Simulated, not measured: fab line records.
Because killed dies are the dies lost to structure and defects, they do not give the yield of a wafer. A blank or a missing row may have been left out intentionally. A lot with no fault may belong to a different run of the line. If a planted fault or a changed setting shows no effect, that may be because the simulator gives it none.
2 desks, one fault ; flow sfq-line ; every desk sees just its own numbers, and what lay behind them comes last

== METROLOGY DESK ==
Means of the sampled wafers that have a number, per lot and without regard to the tool the lot ran on: this is what the gauges read. Any lot whose mean is over 4 standard deviations away from the usual mean is out of limits and marked OUT; that distance is given in the brackets.
Columns: A = M1_NB_RS at SFQ_M1_RS_MEAS_909, usual 0.895 ohm/sq; B = M1_OVL at SFQ_M1_OVL_MEAS_911, usual 0 nm
lot;first seen here;A;B
L241;day 18 01:34;0.894;8
L253;day 22 17:13;0.896;-3
L256;day 24 19:43;0.893;-2
L257;day 25 15:43;0.893;-2
L258;day 25 18:20;0.882;-9
L259;day 26 03:59;0.891;6
This desk's verdict: no lot among the 6 shows anything out of limits.

== AT THE TOOL OWNER'S DESK: rie-metal-02 ==
The tool's own readings at SFQ_TRILAYER_M1_ETCH_METAL_ETCH_042 (etches Nb in Cl2/Ar, stops on SiO2, target depth 240 nm, time 120 s): means of the sampled wafers that have a number, for each lot that ran on this tool. Any lot whose mean is over 4 standard deviations away from the usual mean is out of limits and marked OUT; that distance is given in the brackets.
Columns: A = drypump-motor-current-A at SFQ_TRILAYER_M1_ETCH_METAL_ETCH_042, usual 5.8 A; B = oes-product-au at SFQ_TRILAYER_M1_ETCH_METAL_ETCH_042, usual 0.891 a.u.; C = run-length-s at SFQ_TRILAYER_M1_ETCH_METAL_ETCH_042, usual 148.1 s
lot;first seen here;A;B;C
L241;day 24 13:20;5.9;0.893;148.1
L253;day 28 14:43;5.9;0.889;148.1
L256;day 30 08:32;6.2;0.895;147.9
L257;day 30 20:51;6.2;0.844 (-6.5) OUT;158.9 (+24) OUT
L259;day 31 06:29;6.2;0.855 (-5.0) OUT;158.8 (+24) OUT
This desk finds L257, L259 out of limits, L257 being first, at day 30 20:51 (oes-product-au at SFQ_TRILAYER_M1_ETCH_METAL_ETCH_042). L241, L253, L256 stayed within limits.

== ALL TOGETHER ==
The tool owner's desk had the chance to raise an alarm at day 30 20:51 on L257, L259.
From the metrology desk's view, nothing was out of limits.
The metrology desk has L257, L259 on record, within its limits.
All the named lots went through SFQ_TRILAYER_M1_ETCH_METAL_ETCH_042 on rie-metal-02.

== WHAT WAS PUT IN BY THE SIMULATOR ==
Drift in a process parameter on rie-metal-02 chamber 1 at SFQ_TRILAYER_M1_ETCH_METAL_ETCH_042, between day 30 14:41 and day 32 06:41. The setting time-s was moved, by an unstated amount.
Lots struck among those shown: L257, L259.
Each desk's first reading out of limits, in hours after the fault started: the tool owner's desk, 6.
